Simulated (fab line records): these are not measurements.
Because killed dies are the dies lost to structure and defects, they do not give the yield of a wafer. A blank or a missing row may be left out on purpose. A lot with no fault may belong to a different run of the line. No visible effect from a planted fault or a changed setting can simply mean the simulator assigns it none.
Chamber matching + flow gf180mcu + 4 sister chambers for GF_V2_CMP_26 on cmp-02
The step polishes, stops on SiO2, t overpolish 15 s, target thk 0 nm. 15 wafers are shown with their chamber, then 7 later ones without.

== EACH WAFER AND ITS CHAMBER ==
| wafer  | chamber | motor_current_A (A) | time_to_endpoint_s (s) | overpolish_run_s (s) |
|--------|---------|---------------------|------------------------|----------------------|
| L823.2 | 3       | 12.6                | 84                     | 15.006               |
| L823.4 | 1       | 10.2                | 84                     | 15.007               |
| L823.5 | 1       | 10.1                | 81                     | 15.001               |
| L825.1 | 2       | 10.0                | 87                     | 15.008               |
| L825.2 | 1       | 10.6                | 84                     | 15.000               |
| L825.5 | 1       | 10.4                | 85                     | 15.005               |
| L826.1 | 1       | 10.7                | 80                     | 15.001               |
| L826.3 | 3       | 12.1                | 88                     | 14.991               |
| L826.5 | 0       | 12.1                | 87                     | 14.984               |
| L828.1 | 3       | 12.1                | 87                     | 15.007               |
| L828.5 | 3       | 12.6                | 84                     | 14.988               |
| L828.6 | 0       | 11.3                | 91                     | 14.995               |
| L829.2 | 2       | 9.4                 | 86                     | 14.987               |
| L829.4 | 3       | 12.3                | 86                     | 14.998               |
| L829.6 | 0       | 11.3                | 93                     | 15.000               |

SIGNATURES (averages over the wafers above)
| reading            | chamber 0 | chamber 1 | chamber 2 | chamber 3 | scatter within a chamber |
|--------------------|-----------|-----------|-----------|-----------|--------------------------|
| motor_current_A    | 11.567    | 10.400    | 9.700     | 12.340    | 0.319                    |
| time_to_endpoint_s | 90.33     | 82.80     | 86.50     | 85.80     | 2.15                     |
| overpolish_run_s   | 14.99300  | 15.00280  | 14.99750  | 14.99800  | 0.00789                  |
Rule: a wafer lies at a distance from a chamber equal to the root of the sum of squares, over the readings, of (its reading less the chamber's mean, divided by the reading's scatter). The wafer belongs to the nearest chamber; if the next one is less than 2 further off, it can't be placed. The scatter is the square root of a quotient: the sum, over the shown wafers, of each reading's squared deviation from its chamber's mean, divided by wafers minus chambers.

== WAFERS MISSING THEIR CHAMBER ==
| wafer  | motor_current_A (A) | time_to_endpoint_s (s) | overpolish_run_s (s) |
|--------|---------------------|------------------------|----------------------|
| L830.3 | 9.8                 | 87                     | 14.967               |
| L830.5 | 10.6                | 84                     | 14.991               |
| L830.6 | 10.1                | 85                     | 14.995               |
| L833.2 | 12.3                | 88                     | 14.990               |
| L846.2 | 9.9                 | 90                     | 15.006               |
| L846.4 | 12.1                | 89                     | 15.004               |
| L846.5 | 11.8                | 93                     | 14.998               |

== THE CHAMBER EACH PASSED THROUGH ==
| wafer  | from the rows above     | in truth |
|--------|-------------------------|----------|
| L830.3 | can't be placed: 2 or 1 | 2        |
| L830.5 | can't be placed: 1 or 2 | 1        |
| L830.6 | can't be placed: 2 or 1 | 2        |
| L833.2 | can't be placed: 3 or 0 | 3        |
| L846.2 | can't be placed: 2 or 1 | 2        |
| L846.4 | can't be placed: 3 or 0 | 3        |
| L846.5 | 0                       | 0        |
1 of 7 placed correctly. Unplaceable from these rows: 6, with the true chamber sitting among the candidates in 6. Wrongly placed: 0.
